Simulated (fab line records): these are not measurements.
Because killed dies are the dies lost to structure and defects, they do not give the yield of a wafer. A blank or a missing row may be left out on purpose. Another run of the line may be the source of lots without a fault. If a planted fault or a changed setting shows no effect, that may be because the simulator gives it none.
A struck lot beside a sound one ; flow sky130 ; 15 steps out of a route of 708
Sound: the wafers L876.1, L876.2, L876.6. Wafers struck: L877.2, L877.3, L877.5. At the end, the cause is stated.
Each step with rows lists, per side, the tool, then ch with its chambers, then its first start. Under that, the readings that differ: sound wafers ; struck wafers ; difference of the means ; sigmas: that difference in standard deviations of wafers without a fault.
alike: a reading whose means differ by less than 2 such deviations, as well as words and numbers matching on both sides. not compared: withheld readings; readings where some wafer has no value; bounds like >300 that might hide an equal value; numbers whose values overlap and for which the record gives no deviation.
Wherever a step has rows on one side only, a row that says differs or no value, or a row with sigmas, the two part there. Numbers that don't overlap but have no deviation are shown without sigmas and don't part them. Lack of a reading on every wafer of one side parts them only where that side has two or more wafers.

first, 6 steps without rows for these wafers: SKY_VIA4_HMDS_05 (prime time 60 s); SKY_VIA4_COAT_06 (resist thk 1140 nm); SKY_VIA4_SOFTBAKE_07 (time 60 s); SKY_VIA4_EXPOSE_08 (exposes mask VIM4, target cd 800 nm); SKY_VIA4_PEB_09; SKY_VIA4_DEVELOP_10 (develop time 60 s).
SKY_VIA4_OVL_MEAS_11:
  sound on overlay-01 at day 46 02:44; struck on overlay-02 at day 46 09:08
  alike: VIA4_OVL
SKY_VIA4_ETCH_12: etches SiO2 in C4F8/O2/Ar, stops on TiN, target depth 580 nm.
  sound on rie-diel-02 ch 0,2,3, day 46 02:46; struck on rie-diel-02 ch 0,1,3, day 46 09:10
  alike: oes-product-au
SKY_VIA4_STRIP_13: strips in O2/N2.
  sound on plasma-asher-03 ch 0,1, day 46 02:50; struck on plasma-asher-02 ch 1, day 46 09:14
  alike: drypump-motor-current-A, oes-product-au, strip-time-to-endpoint-s
  not compared: rf-hours-counter-h
then, 3 steps without rows for these wafers: SKY_VIA4_STRIP_14 (strips in post etch residue remover, time 1200 s); SKY_VIA4_CLEAN_15 (cleans in IPA, time 180 s); SKY_VIA4_CLEAN_16 (cleans in O3/DIW).
SKY_VIA4_SPUTTER_17: material TiN, target thk 20 nm, time 80 s.
  sound on pvd-sputter-04 at day 46 03:28; struck on pvd-sputter-02 at day 46 09:51
reading;sound;struck;difference;sigmas
model.TiN_of_VIA4_SPUTTER_17.thk-nm (nm);19.92 19.97 20.16;25.5 25.77 25.87;+5.7;
  alike: cathode-dc-power-W, throttle-valve-pct
SKY_VIA4_CVD_18: deposits W, target thk 505 nm, time 152.14 s.
  sound on cvd-w-02 ch 0,1, day 46 03:31; struck on cvd-w-01 ch 0,1, day 46 09:55
  alike: chamber-pressure-Torr, heater-power-w
-- the record jumps here: 3 days lie between the struck wafers' starts before and after (it left off in module VIA4 and takes up again in module PAD_OPEN, whose first step shown is number 708 of the route) --
SKY_PAD_OPEN_PROBE_99:
  sound on prober-02 at day 48 19:25; struck on prober-02 at day 49 01:13
  alike: defect-limited-yield, killed_at_M0_to_M3, killed_at_M4_up, killed-at-contacts, killed-at-front-end, killed-at-other, killed-dies, killed-open, killed-short, sort_bin_3_pad_short, sort_bin_5_function, sort_bin_6_memory, sort-n-pass, sort-yield-pct

## WHERE THEY PART
Nowhere in this record.

WHY: the cause the simulator had injected
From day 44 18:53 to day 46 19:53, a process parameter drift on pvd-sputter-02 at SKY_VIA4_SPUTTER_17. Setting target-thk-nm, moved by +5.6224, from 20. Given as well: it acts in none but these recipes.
